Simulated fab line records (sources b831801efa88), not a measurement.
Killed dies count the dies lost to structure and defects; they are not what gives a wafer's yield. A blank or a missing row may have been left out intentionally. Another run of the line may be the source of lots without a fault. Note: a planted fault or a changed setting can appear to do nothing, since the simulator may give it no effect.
Problem report, 8D (eight disciplines) form, completed by code || flow sfq line || the parts of the form that need people (team, actions taken, sign-off) are left out

1. THE ISSUE
At SFQ_TRILAYER_I3_VIA_ETCH_VIA_ETCH_088, bias w averages 85.54 W over 2 wafers from 2 lots, while fault-free wafers read 80.03 W, standard deviation 0.24. That puts it +23 standard deviations away from the usual mean.
The step: etches SiO2 in CHF3, stops on Nb, target depth 260 nm.
First seen on wafer L294.3, day 52 03:43, on rie diel-01. At this step, 18 wafers from 6 lots have a number in the record. The rule behind "out" and "out of limits": a value lying over 4 standard deviations away from the usual mean. The other wafers with a number count as sound.

2. WHAT IT IS; WHAT IT IS NOT
{"question": "which readings at this step", "is": "bias w", "is not": "drypump motor current A, oes product au"}
{"question": "which lots", "is": "L294, L296", "is not": "L281, L284, L297, L299"}
{"question": "which wafers of those lots", "is": "L294.3, L296.2", "is not": "L294.1, L294.6, L296.3, L296.4"}
{"question": "read on which tools", "is": "rie diel-01", "is not": "rie diel-02, rie diel-04"}
{"question": "when", "is": "from day 52 03:43", "is not": "up to then (8 sound wafers); but 8 sound wafers of L296, L297, L299 came after"}

3. WHAT RULES OUT EACH SUSPECT
Counting: any tool at a process step up to the reading remains a suspect provided it ran every lot that is out. Sound lots after the first of them don't rule it out here, since some wafers of a struck lot are sound.
- pecvd-04 at SFQ_TRILAYER_I3_DEP_PECVD_081 (deposits SiO2 from SiH4/N2O, time 111.11 s, target thk 500 nm): kept. It ran every lot that is out, first L294 (day 46 11:24).
- rie diel-01 at SFQ_TRILAYER_I3_VIA_BARC_OPEN_VIA_ETCH_121 (etches BARC in O2, target depth 125 nm, time 41.7 s): kept. Ran every lot that is out, first one L294 (day 52 03:40); last sound lot up to then L284 (day 47 10:39).
- rie diel-01 at SFQ_TRILAYER_I3_VIA_ETCH_VIA_ETCH_088 (etches SiO2 in CHF3, stops on Nb, target depth 260 nm): kept. Ran every lot that is out, first one L294 (day 52 03:43); last sound lot up to then L284 (day 47 10:41). Its own bias w readings are out on those wafers.
- At SFQ_TRILAYER_I3_VIA_BARC_OPEN_VIA_ETCH_121, inside rie diel-01: chamber 0 took the wafers that are out, while their sound lot-mates went through chambers 1, 2, 3.
- At SFQ_TRILAYER_I3_VIA_ETCH_VIA_ETCH_088, inside rie diel-01: chamber 0 took the wafers that are out, while their sound lot-mates went through chambers 1, 2, 3.
Still standing after the count: pecvd-04 at SFQ_TRILAYER_I3_DEP_PECVD_081, rie diel-01 at SFQ_TRILAYER_I3_VIA_BARC_OPEN_VIA_ETCH_121, rie diel-01 at SFQ_TRILAYER_I3_VIA_ETCH_VIA_ETCH_088.

4. THE CAUSE (what the simulator had put in)
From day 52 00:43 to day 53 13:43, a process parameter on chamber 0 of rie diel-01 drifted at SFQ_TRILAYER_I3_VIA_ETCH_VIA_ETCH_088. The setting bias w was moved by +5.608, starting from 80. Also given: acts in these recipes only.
After counting, 3 suspects remain, this tool included.

5. THE CHAIN OF EFFECTS, in route order
One row per reading whose mean, taken over the struck wafers that have a number, lies over 3 standard deviations from the usual. Only readings whose record carries a usual standard deviation are examined. hours: median over the lots of the time between each lot's start at the first step of this table that gives one and its start at this step. sigmas: the change, counted in usual standard deviations.
{"hours": 0, "step": "SFQ_TRILAYER_I3_VIA_ETCH_VIA_ETCH_088", "reading": "bias w", "usual": "80.03 W", "on struck wafers": 85.54, "change": "+5.51", "sigmas": "+23"}
It contains these process steps:
- SFQ_TRILAYER_I3_VIA_ETCH_VIA_ETCH_088: etches SiO2 in CHF3, stops on Nb, target depth 260 nm.

6. HOW IT WOULD HAVE BEEN CAUGHT EARLIER
In this record the first reading out of limits was taken at day 52 03:43, 3 hours after the fault began at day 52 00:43.
